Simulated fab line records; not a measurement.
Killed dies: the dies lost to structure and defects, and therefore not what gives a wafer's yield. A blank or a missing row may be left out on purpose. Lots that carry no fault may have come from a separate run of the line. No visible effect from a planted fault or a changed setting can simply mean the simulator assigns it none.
A lot that was struck, set against a sound lot :: flow sky130 :: 16 out of 708 route steps
Sound: wafers L323.1, L323.3, L323.6. Struck: wafers L326.1, L326.4 (left out: L326.6, a lot-mate that was not struck); the cause follows at the end.
Per side, at each step with rows, come the tool, then ch with its chambers, and then its first start. Under that, the readings that differ: sound wafers :: struck wafers :: difference of the means :: sigmas: that difference in standard deviations of wafers without a fault.
alike: a reading whose means differ by less than 2 such deviations, as well as words and numbers matching on both sides. not compared: withheld readings; readings where some wafer has no value; bounds like >300 that might hide an equal value; numbers whose values overlap and for which the record gives no deviation.
The two part at a step that has a row with sigmas, a row that says differs or no value, or rows on one side only. Numbers that have no deviation but don't overlap get no sigmas and don't part them. A reading missing from all wafers of one side parts the sides only when that side holds two or more wafers.

SKY_METAL5_SPUTTER_03: material Ti, target thk 5 nm, time 3.408 s.
  sound on pvd_sputter-03 at day 44 14:19; struck on pvd_sputter-03 at day 45 16:13
  alike: throttle_valve_pct
SKY_METAL5_SPUTTER_04: material TiN, target thk 70 nm, time 58.3 s.
  sound on pvd_sputter-03 at day 44 14:20; struck on pvd_sputter-03 at day 45 16:14
  alike: throttle_valve_pct
SKY_METAL5_RS_MEAS_05: the measuring method here is four-point-probe.
  sound on film_metro-04 at day 44 14:23; struck on film_metro-02 at day 45 16:17
  alike: METAL5_ALCU_RS
SKY_METAL5_THK_MEAS_06: measures by xrf.
  sound on film_metro-04 at day 44 14:31; struck on film_metro-02 at day 45 16:24
  alike: METAL5_ALCU_THK
then, 7 steps without rows for these wafers: SKY_METAL5_DEHYDRATE_07 (time 60 s); SKY_METAL5_HMDS_08 (prime time 60 s); SKY_METAL5_COAT_09 (resist thk 1800 nm); SKY_METAL5_SOFTBAKE_10 (time 60 s); SKY_METAL5_EXPOSE_11 (exposes mask MM5, target cd 1600 nm); SKY_METAL5_PEB_12; SKY_METAL5_DEVELOP_13 (develop time 60 s).
SKY_METAL5_DESCUM_14: chemistry O2, time 11 s.
  sound on rie_metal-04 ch 0,1, day 45 12:24; struck on rie_metal-04 ch 0, day 46 13:21
  alike: drypump_motor_current_A, oes_product_au
  not compared: rf_hours_counter_h
SKY_METAL5_METAL_ETCH_15: etches the open film in Cl2/BCl3, stops on SiO2, target depth 1260 nm, time 252 s.
  sound on rie_metal-04 ch 0,1, day 45 12:26; struck on rie_metal-04 ch 0, day 46 13:23
reading: oes_product_au (a.u.)
sound: 0.901 0.902 0.890
struck: 0.841 0.848
difference: -0.053
sigmas: -11

reading: over_etch_frac
sound: 0.2 0.2 0.2
struck: 0.32649 0.32649
difference: +0.12649
sigmas: 

reading: model.NOVOLAK_of_METAL5_COAT_09.thk_nm (nm)
sound: 1064 1030 1061
struck: 983 986.1
difference: -67
sigmas: 
  alike: drypump_motor_current_A, throttle_valve_pct
  not compared: rf_hours_counter_h
SKY_METAL5_STRIP_16: strips in O2/N2.
  sound on plasma_asher-03 ch 0,1, day 45 12:40; struck on plasma_asher-02 ch 0, day 46 13:37
reading: strip_time_to_endpoint_s (s)
sound: 13.38 13.02 13.35
struck: 12.54 12.58
difference: -0.69
sigmas: -3
  alike: drypump_motor_current_A, oes_product_au
  not compared: rf_hours_counter_h
then, 1 step without rows for these wafers: SKY_METAL5_STRIP_17 (strips in post etch residue remover, time 1200 s).
SKY_PAD_OPEN_PROBE_99:
  sound on prober-02 at day 47 09:51; struck on prober-02 at day 48 08:23
  alike: defect_limited_yield, killed_at_M0_to_M3, killed_at_M4_up, killed_at_contacts, killed_at_front_end, killed_at_other, killed_dies, killed_open, killed_short, sort_bin_3_pad_short, sort_bin_5_function, sort_bin_6_memory, sort_n_pass, sort_yield_pct

WHERE THEY PART
Last at SKY_METAL5_STRIP_16 as far as this record goes, first at SKY_METAL5_METAL_ETCH_15. Later steps at which nothing parts them and some readings are alike: SKY_PAD_OPEN_PROBE_99.

WHY: what had been put in by the simulator
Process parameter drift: rie_metal-04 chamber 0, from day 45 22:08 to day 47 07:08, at SKY_METAL5_METAL_ETCH_15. A move of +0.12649 in setting over_etch_frac, from 0.2. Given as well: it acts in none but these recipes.
